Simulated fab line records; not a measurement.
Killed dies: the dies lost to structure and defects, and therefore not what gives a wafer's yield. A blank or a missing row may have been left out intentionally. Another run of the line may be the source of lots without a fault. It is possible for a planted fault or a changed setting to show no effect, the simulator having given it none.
The tool behind it: which one? | flow gf180mcu | 72 wafers from 24 lots sampled at 6 of the route's 602 steps

## WHAT THE GAUGES SHOWED, per wafer
GF_STI_BOW_MEAS_00. Usual: INCOMING_BOW typically reads 0 um, with standard deviation 6.7.
lot  | measured    | on            | INCOMING_BOW (um) | flag
L074 | day 1 10:02 | film_metro-01 | 7 -4 -4           |
L075 | day 1 15:00 | film_metro-01 | 6 2 3             |
L076 | day 1 20:01 | film_metro-01 | -3 -6 -5          |
L077 | day 2 01:01 | film_metro-02 | 4 -4 6            |
L078 | day 2 06:00 | film_metro-01 | -4 -2 -1          |
L079 | day 2 11:02 | film_metro-02 | 7 -6 -3           |
L080 | day 2 16:02 | film_metro-03 | 3 -5 0            |
L081 | day 2 21:01 | film_metro-02 | -4 8 -2           |
L082 | day 3 02:01 | film_metro-01 | 6 0 -8            |
L083 | day 3 07:00 | film_metro-02 | 0 3 -1            |
L084 | day 3 12:01 | film_metro-01 | -9 -5 0           |
L085 | day 3 17:01 | film_metro-03 | -10 -2 5          |
L086 | day 3 22:02 | film_metro-01 | 7 -2 -9           |
L087 | day 4 03:01 | film_metro-02 | -2 3 -3           |
L088 | day 4 08:00 | film_metro-02 | 0 6 0             |
L089 | day 4 13:02 | film_metro-03 | 3 1 8             |
L090 | day 4 18:00 | film_metro-03 | -15 -2 0          |
L091 | day 4 23:00 | film_metro-02 | -4 -15 17         |
L092 | day 5 04:02 | film_metro-01 | -21 -5 -3         |
L093 | day 5 09:01 | film_metro-02 | 8 -1 -2           |
L094 | day 5 14:01 | film_metro-02 | -2 -5 -8          |
L095 | day 5 19:00 | film_metro-03 | 3 3 -5            |
L096 | day 6 00:00 | film_metro-01 | 17 -4 3           |
L097 | day 6 05:02 | film_metro-03 | -2 -13 -7         |

GF_VT_IMPLANT_RS_MEAS_46: a four-point-probe measurement. Usual: MVSD_RS typically reads 456.9 ohm/sq, with standard deviation 0.98.
lot  | measured     | on            | MVSD_RS (ohm/sq)  | flag
L074 | day 7 12:37  | film_metro-04 | 458.5 458.0 457.7 |
L075 | day 7 19:18  | film_metro-01 | 456.1 456.6 455.9 |
L076 | day 8 04:13  | film_metro-04 | 455.8 457.0 456.6 |
L077 | day 8 10:30  | film_metro-03 | 456.4 456.9 456.6 |
L078 | day 8 14:56  | film_metro-01 | 456.4 456.9 455.8 |
L079 | day 9 02:13  | film_metro-03 | 459.0 458.5 457.8 |
L080 | day 9 06:47  | film_metro-01 | 457.5 458.1 455.4 |
L081 | day 9 13:57  | film_metro-01 | 457.8 455.8 456.4 |
L082 | day 9 19:49  | film_metro-01 | 457.8 458.4 456.1 |
L083 | day 10 03:47 | film_metro-01 | 456.7 457.3 457.3 |
L084 | day 10 09:04 | film_metro-01 | 457.5 456.4 458.3 |
L085 | day 10 13:46 | film_metro-03 | 456.6 455.8 456.0 |
L086 | day 10 18:47 | film_metro-03 | 456.5 456.3 456.0 |
L087 | day 11 07:07 | film_metro-01 | 457.2 456.4 457.8 |
L088 | day 11 11:24 | film_metro-01 | 457.4 456.7 457.0 |
L089 | day 11 20:41 | film_metro-03 | 456.9 457.3 457.4 |
L090 | day 11 23:41 | film_metro-03 | 458.0 457.2 457.8 |
L091 | day 12 06:23 | film_metro-03 | 457.3 457.8 457.9 |
L092 | day 12 15:32 | film_metro-01 | 457.4 456.4 457.1 |
L093 | day 12 19:34 | film_metro-01 | 457.5 456.5 457.2 |
L094 | day 13 03:31 | film_metro-01 | 455.2 456.0 456.1 |
L095 | day 13 08:11 | film_metro-01 | 458.5 457.4 457.1 |
L096 | day 13 17:41 | film_metro-04 | 457.0 457.9 457.2 |
L097 | day 13 22:59 | film_metro-01 | 455.5 455.0 455.2 |

GF_CONTACT_THK_MEAS_01. Usual: CONTACT_CVD_00_THK typically reads 301 nm, with standard deviation 3.4.
lot  | measured     | on            | CONTACT_CVD_00_THK (nm) | flag
L074 | day 15 07:07 | film_metro-01 | 300 300 300             |
L075 | day 15 13:06 | film_metro-04 | 298 296 295             |
L076 | day 15 23:48 | film_metro-04 | 302 298 304             |
L077 | day 16 10:58 | film_metro-04 | 305 304 302             |
L078 | day 16 16:23 | film_metro-04 | 302 299 300             |
L079 | day 17 05:20 | film_metro-04 | 299 297 299             |
L080 | day 17 15:52 | film_metro-03 | 297 294 301             |
L081 | day 17 21:44 | film_metro-03 | 295 302 299             |
L082 | day 18 03:08 | film_metro-01 | 305 305 311             |
L083 | day 18 14:40 | film_metro-04 | 298 295 297             |
L084 | day 19 00:53 | film_metro-01 | 299 299 298             |
L085 | day 19 06:09 | film_metro-01 | 301 302 304             |
L086 | day 19 07:57 | film_metro-04 | 305 301 304             |
L087 | day 19 23:31 | film_metro-03 | 299 294 299             |
L088 | day 20 06:54 | film_metro-04 | 301 300 302             |
L089 | day 20 17:26 | film_metro-01 | 303 301 304             |
L090 | day 20 22:25 | film_metro-04 | 301 301 299             |
L091 | day 21 06:26 | film_metro-03 | 304 305 303             |
L092 | day 21 16:54 | film_metro-03 | 305 300 304             |
L093 | day 22 01:03 | film_metro-01 | 296 298 299             |
L094 | day 22 05:54 | film_metro-04 | 306 305 304             |
L095 | day 22 13:28 | film_metro-04 | 305 300 300             |
L096 | day 23 03:56 | film_metro-03 | 301 302 300             |
L097 | day 23 04:28 | film_metro-04 | 300 301 306             |

GF_M2_CD_MEAS_14: the cd target is 280 nm. Usual: cd_nm 279.9 nm, standard deviation 1.1.
lot  | measured     | on        | cd_nm (nm)        | flag
L074 | day 19 07:38 | cd_sem-01 | 280.2 279.9 280.3 |
L075 | day 19 15:31 | cd_sem-02 | 280.6 280.0 278.5 |
L076 | day 20 02:59 | cd_sem-01 | 280.8 279.4 280.3 |
L077 | day 20 15:04 | cd_sem-01 | 279.4 279.2 279.9 |
L078 | day 20 20:52 | cd_sem-01 | 280.3 280.7 279.5 |
L079 | day 21 11:08 | cd_sem-02 | 280.2 278.7 278.4 |
L080 | day 21 19:58 | cd_sem-01 | 280.5 279.9 279.4 |
L081 | day 22 02:49 | cd_sem-01 | 280.7 280.6 280.5 |
L082 | day 22 08:50 | cd_sem-02 | 279.6 279.7 279.0 |
L083 | day 22 19:53 | cd_sem-01 | 282.2 281.7 281.5 |
L084 | day 23 04:57 | cd_sem-01 | 279.7 278.7 278.5 |
L085 | day 23 10:48 | cd_sem-02 | 280.7 279.1 281.6 |
L086 | day 23 11:26 | cd_sem-02 | 280.5 281.6 281.9 |
L087 | day 24 03:32 | cd_sem-01 | 280.7 280.7 280.6 |
L088 | day 24 08:46 | cd_sem-02 | 279.4 279.6 278.6 |
L089 | day 24 18:07 | cd_sem-01 | 280.5 280.3 280.9 |
L090 | day 24 22:34 | cd_sem-01 | 279.8 280.4 279.3 |
L091 | day 25 07:08 | cd_sem-01 | 278.7 276.5 278.4 |
L092 | day 25 15:28 | cd_sem-02 | 278.6 277.8 278.4 |
L093 | day 25 23:22 | cd_sem-02 | 279.3 279.4 278.1 |
L094 | day 26 04:32 | cd_sem-01 | 280.8 282.6 282.3 |
L095 | day 26 10:58 | cd_sem-01 | 280.7 280.3 280.9 |
L096 | day 26 22:04 | cd_sem-02 | 278.8 279.2 278.6 |
L097 | day 26 23:15 | cd_sem-01 | 279.1 280.1 278.4 |

GF_M2_OVL_MEAS_15. Usual: M2_OVL typically reads 0 nm, with standard deviation 6.2.
lot  | measured     | on         | M2_OVL (nm) | flag
L074 | day 19 07:44 | overlay-01 | -2 0 -3     |
L075 | day 19 15:38 | overlay-02 | -13 -1 -1   |
L076 | day 20 03:06 | overlay-02 | 3 7 4       |
L077 | day 20 15:10 | overlay-02 | 11 8 7      |
L078 | day 20 20:59 | overlay-02 | 3 8 10      |
L079 | day 21 11:14 | overlay-02 | 2 1 -2      |
L080 | day 21 20:04 | overlay-02 | 3 5 1       |
L081 | day 22 02:55 | overlay-02 | -2 -6 -8    |
L082 | day 22 08:56 | overlay-01 | 10 0 5      |
L083 | day 22 20:00 | overlay-02 | -1 -3 -5    |
L084 | day 23 05:03 | overlay-02 | 4 10 9      |
L085 | day 23 10:54 | overlay-01 | 4 -6 -7     |
L086 | day 23 11:32 | overlay-01 | -1 6 -3     |
L087 | day 24 03:38 | overlay-02 | -1 -2 -7    |
L088 | day 24 08:53 | overlay-01 | 15 11 7     |
L089 | day 24 18:13 | overlay-01 | 4 0 -3      |
L090 | day 24 22:41 | overlay-01 | 7 4 8       |
L091 | day 25 07:15 | overlay-01 | 4 4 -4      |
L092 | day 25 15:34 | overlay-01 | -7 -9 -2    |
L093 | day 25 23:28 | overlay-01 | -5 -5 -4    |
L094 | day 26 04:38 | overlay-01 | -10 -9 -5   |
L095 | day 26 11:05 | overlay-02 | -12 -10 -10 |
L096 | day 26 22:11 | overlay-02 | -9 -2 2     |
L097 | day 26 23:21 | overlay-01 | 10 4 13     |

GF_V2_OVL_MEAS_15. Usual: V2_OVL typically reads -1 nm, with standard deviation 5.7.
lot  | measured     | on         | V2_OVL (nm) | flag
L074 | day 20 09:36 | overlay-01 | 1 -9 0      |
L075 | day 20 17:22 | overlay-01 | 5 8 1       |
L076 | day 21 04:10 | overlay-01 | -1 -6 4     |
L077 | day 21 16:34 | overlay-02 | -4 4 6      |
L078 | day 21 22:10 | overlay-02 | 3 -4 -6     |
L079 | day 22 12:01 | overlay-02 | -1 -7 4     |
L080 | day 22 20:55 | overlay-01 | 0 -2 2      |
L081 | day 23 03:41 | overlay-01 | 4 -6 -1     |
L082 | day 23 09:22 | overlay-02 | -11 0 -11   |
L083 | day 23 20:07 | overlay-01 | -1 3 10     |
L084 | day 24 05:16 | overlay-01 | -6 -3 -1    |
L085 | day 24 10:58 | overlay-01 | 9 4 1       |
L086 | day 24 11:03 | overlay-02 | 0 8 1       |
L087 | day 25 02:49 | overlay-02 | -7 2 -4     |
L088 | day 25 07:29 | overlay-01 | -4 -3 7     |
L089 | day 25 16:39 | overlay-02 | 10 -4 2     |
L090 | day 25 22:13 | overlay-01 | -2 5 0      |
L091 | day 26 06:11 | overlay-02 | -1 4 -7     |
L092 | day 26 14:08 | overlay-02 | 1 -7 -8     |
L093 | day 26 21:13 | overlay-02 | -7 -6 -12   |
L094 | day 27 02:26 | overlay-02 | -12 4 -9    |
L095 | day 27 09:07 | overlay-02 | -4 -2 -3    |
L096 | day 27 20:13 | overlay-02 | -9 -6 -14   |
L097 | day 27 21:29 | overlay-02 | -2 -4 5     |

## WHICH TOOL RAN EACH LOT (tool, then ch and the chambers of the sampled wafers, then the start)
There is no process step in the record ahead of these readings.

## WHAT THE TOOLS THEMSELVES READ (means of the sampled wafers that have a number; where no wafer has one, the mark that the record gives instead)
The record holds no such reading with a usual standard deviation.

## THE ANSWER, worked out from the rows above alone
Rule: a lot is off if the mean of its wafers that have a number lies more than 3 standard deviations from the usual mean. Also off: a lot with no number at a reading for which 4 or more lots have one. The other lots that the step has rows for count as sound. After the gauges, taken in route order, come the tools' own readings; for these a lot's mean is taken, as printed above. At the first step where some lot is off, the reading lying furthest off is the one used; lots without a number count as furthest.
No lot is off at any reading shown: from this, nothing can be told.

## WHAT THE SIMULATOR HAD INSERTED
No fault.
